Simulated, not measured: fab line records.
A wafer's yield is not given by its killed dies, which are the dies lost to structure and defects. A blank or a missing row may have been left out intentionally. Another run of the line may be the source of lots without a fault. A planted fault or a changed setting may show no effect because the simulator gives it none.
Problem report in the 8D (eight disciplines) form, filled by code    flow gf180mcu    the parts of the form that need people (team, actions taken, sign-off) are left out

## 1. PROBLEM STATEMENT
At GF_POLY_GATE_CD_MEAS_10, cd_nm averages 260.1 nm over 3 wafers from 2 lots, while fault-free wafers read 280.0 nm, standard deviation 1.1. Measured from the usual mean, that is -18 standard deviations.
The step: target cd 280 nm.
First seen on wafer L260.6, day 13 07:08, on cd_sem-01. The record holds 36 wafers of 12 lots with a number at this step. Rule for "out", or "out of limits": more than 4 standard deviations from the usual mean. Any other wafer with a number is counted as sound.

## 2. WHAT IT IS AND WHAT IT IS NOT
question                     is                      is not
which readings at this step  cd_nm                   -
which lots                   L260, L261              L249, L250, L255, L257, L258, L259, L262, L263, L265, L268
which wafers of those lots   L260.6, L261.3, L261.4  L260.1, L260.5, L261.5
read on which gauges         cd_sem-01               cd_sem-02
when                         from day 13 07:08       up to then (20 sound wafers); but 13 sound wafers of L261, L262, L263, L265, L268 came after

## 3. THE SUSPECTS, EACH WITH WHAT RULES IT OUT
Counting: any tool at a process step up to the reading remains a suspect provided it ran every lot that is out. Sound lots after the first of them don't rule it out here, since some wafers of a struck lot are sound.
- the gauge at GF_POLY_GATE_CD_MEAS_10: kept. All the wafers that are out were read on cd_sem-01, and no step on other tools shows them out.
- krf_scanner-01 at GF_POLY_GATE_EXPOSE_07 (exposes mask Poly2, target cd 280 nm): kept. Ran every lot that is out, first one L260 (day 12 20:47); last sound lot up to then L259 (day 12 18:13).
Remaining after the count are krf_scanner-01 at GF_POLY_GATE_EXPOSE_07 and cd_sem-01 at GF_POLY_GATE_CD_MEAS_10.

## 4. THE CAUSE (what the simulator had put in)
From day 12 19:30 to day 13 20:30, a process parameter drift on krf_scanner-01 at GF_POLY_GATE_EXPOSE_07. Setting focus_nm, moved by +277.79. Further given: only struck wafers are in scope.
After counting, 2 suspects remain, this tool included.

## 5. THE CHAIN OF EFFECTS, in route order
Each row: a reading whose mean over the struck wafers that have a number lies more than 3 standard deviations from the usual. Only readings for which the record gives a usual standard deviation are gone through. hours: the time from each lot's start at the first step in this table that gives one to its start at this step, as a median over the lots. sigmas: the change in usual standard deviations.
hours  step                     reading  usual     on struck wafers  change  sigmas
0      GF_POLY_GATE_CD_MEAS_10  cd_nm    280.0 nm  260.1             -19.9   -18

## 6. WHAT WOULD HAVE CAUGHT IT SOONER
The first out-of-limits reading at a measuring or inspecting step in this record came at day 13 07:08, 12 hours after the fault's start at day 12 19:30.
Of the tool readings at GF_POLY_GATE_EXPOSE_07 for which the record gives a usual standard deviation, none was out on any struck wafer, so an alarm limit of 4 standard deviations on them would not have fired.
Each of the lots that are out, 2 in all, had begun GF_POLY_GATE_EXPOSE_07 on krf_scanner-01 no later than day 13 07:08. A hold on the tool at that time would have spared none of them.
